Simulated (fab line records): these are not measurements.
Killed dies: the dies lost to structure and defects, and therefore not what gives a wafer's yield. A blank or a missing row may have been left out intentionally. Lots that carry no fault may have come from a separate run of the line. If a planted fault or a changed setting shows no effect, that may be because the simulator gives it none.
Matching of chambers	flow gf180mcu	4 sister chambers for GF_V4_ETCH_16 on rie_diel-04
The step etches BARC in N2/H2. 4 wafers are shown with their chamber, then 7 later ones without.

## WAFERS PAIRED WITH THEIR CHAMBERS
wafer	chamber	drypump_motor_current_A (A)
L881.5	0	5.6
L885.5	1	5.3
L887.1	2	4.7
L887.5	3	6.4

## WAFERS WITHOUT THEIR CHAMBER
wafer	drypump_motor_current_A (A)
L887.6	5.7
L899.1	6.4
L899.3	5.2
L899.5	6.4
L901.1	4.6
L901.2	5.6
L901.3	6.3

## CHAMBER TAKEN BY EACH
wafer	from the rows above	in truth
L887.6	0	0
L899.1	3	3
L899.3	1	1
L899.5	3	3
L901.1	2	2
L901.2	0	0
L901.3	3	3
Correct placement for 7 of the 7. Left unplaced by these rows: 0. Wrongly placed: 0.
How it was worked out, from the rows above alone: a wafer's distance from a chamber is the root of the sum, over the readings, of the square of ((its reading less the chamber's mean) divided by the reading's scatter). The wafer belongs to the nearest chamber; if the next one is less than 2 further off, it can't be placed. The mean given for a chamber averages the wafers shown for that chamber. The scatter (one wafer shown for each chamber): square how far every hidden wafer sits from the nearest shown wafer, average those squares and take the square root.
